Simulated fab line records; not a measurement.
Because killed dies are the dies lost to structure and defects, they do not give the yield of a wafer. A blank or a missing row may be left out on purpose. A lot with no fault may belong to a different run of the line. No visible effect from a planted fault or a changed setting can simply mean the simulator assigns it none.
Chamber matching ; flow sky130 ; SKY_LI_CONTACT_CMP_02 on cmp-01 has 4 sister chambers
The step polishes PSG. 14 wafers are shown with their chamber, then 7 later ones without.

== WAFERS WITH THEIR CHAMBER ==
wafer;chamber;motor current A (A);time to endpoint s (s)
L246.1;2;15.9;29.9
L246.2;0;12.1;30.8
L246.4;3;9.8;31.2
L251.3;0;12.0;30.1
L251.4;3;9.0;33.2
L251.5;2;15.9;31.0
L253.2;2;16.1;31.3
L253.3;3;10.3;33.2
L253.4;0;11.9;30.4
L254.3;2;15.5;30.4
L254.4;1;12.2;32.1
L254.6;1;13.6;33.8
L261.1;3;9.1;33.2
L261.4;0;12.3;32.4

SIGNATURES, as means of the wafers listed above
reading;chamber 0;chamber 1;chamber 2;chamber 3;scatter within a chamber
motor current A;12.075;12.900;15.850;9.550;0.489
time to endpoint s;30.925;32.950;30.650;32.700;0.936
Rule: distance of a wafer from a chamber = root of the sum over the readings of ((wafer's reading minus chamber's mean) / reading's scatter) squared. The wafer belongs to the nearest chamber; if the next one is less than 2 further off, it can't be placed. The scatter: the root of (the sum of the squares of (reading less its chamber's mean) over the shown wafers, divided by (wafers less chambers)).

== WAFERS WITH NO CHAMBER GIVEN ==
wafer;motor current A (A);time to endpoint s (s)
L261.6;16.5;30.2
L265.4;11.8;33.9
L265.5;9.4;35.9
L265.6;11.7;37.7
L267.2;9.6;34.2
L267.4;16.4;28.1
L267.5;9.8;32.3

== CHAMBER TAKEN BY EACH ==
wafer;from the rows above;in truth
L261.6;2;2
L265.4;can't be placed: 1 or 0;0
L265.5;3;3
L265.6;can't be placed: 1 or 3 or 0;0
L267.2;3;3
L267.4;2;2
L267.5;3;3
Correctly placed: 5 of 7. These rows do not allow placing 2 (true chamber among the candidates in 2). Number placed wrongly: 0.
